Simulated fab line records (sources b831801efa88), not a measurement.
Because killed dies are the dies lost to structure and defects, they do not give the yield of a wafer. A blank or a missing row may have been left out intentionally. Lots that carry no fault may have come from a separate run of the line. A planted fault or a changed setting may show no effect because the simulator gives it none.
A single fault, viewed from 2 desks -- flow sky130 -- what lay behind the numbers comes last; until then each desk has only its own

THE METROLOGY DESK
Lot by lot, what the gauges showed, no matter which tool ran the lot: averages of those sampled wafers that carry a number. A lot is out of limits, marked OUT, if its mean lies more than 4 standard deviations from the usual mean; the brackets give that distance.
Columns: A = VIA2_W_RS at SKY_VIA2_RS_MEAS_22, usual 0.2728 ohm/sq; B = VIA2_W_THK at SKY_VIA2_THK_MEAS_23, usual 419 nm
lot,first seen here,A,B
L456,day 36 09:28,0.2727,423
L463,day 39 06:44,0.2699,424
L470,day 40 16:16,0.2738,419
L469,day 40 19:32,0.2716,422
L471,day 41 00:49,0.2761,412
L477,day 42 15:13,0.2726,417
Result from this desk: across the 6 lots, nothing is out of limits.

DESK OF THE TOOL OWNER: pvd-sputter-04
The tool's own readings at SKY_METAL3_SPUTTER_01 (material TiN, target thk 20 nm, time 16.7 s): means of the sampled wafers that have a number, for each lot that ran on this tool. A lot is out of limits, marked OUT, if its mean lies more than 4 standard deviations from the usual mean; the brackets give that distance.
Columns: A = cathode-dc-power-W at SKY_METAL3_SPUTTER_01, usual 6499.9 W; B = chamber-pressure-pa at SKY_METAL3_SPUTTER_01, usual 0.4000 Pa; C = throttle-valve-pct at SKY_METAL3_SPUTTER_01, usual 29.9 %
lot,first seen here,A,B,C
L463,day 39 13:19,6499.1,0.4004,30.4
L470,day 40 16:46,6500.4,0.4000,29.8
L471,day 41 01:19,6499.6,0.4003,30.2
Result from this desk: across the 3 lots, nothing is out of limits.

PUT TOGETHER
Nothing out of limits was seen by the metrology desk.
The desk of the tool owner found nothing out of limits.

WHAT HAD BEEN PUT IN BY THE SIMULATOR
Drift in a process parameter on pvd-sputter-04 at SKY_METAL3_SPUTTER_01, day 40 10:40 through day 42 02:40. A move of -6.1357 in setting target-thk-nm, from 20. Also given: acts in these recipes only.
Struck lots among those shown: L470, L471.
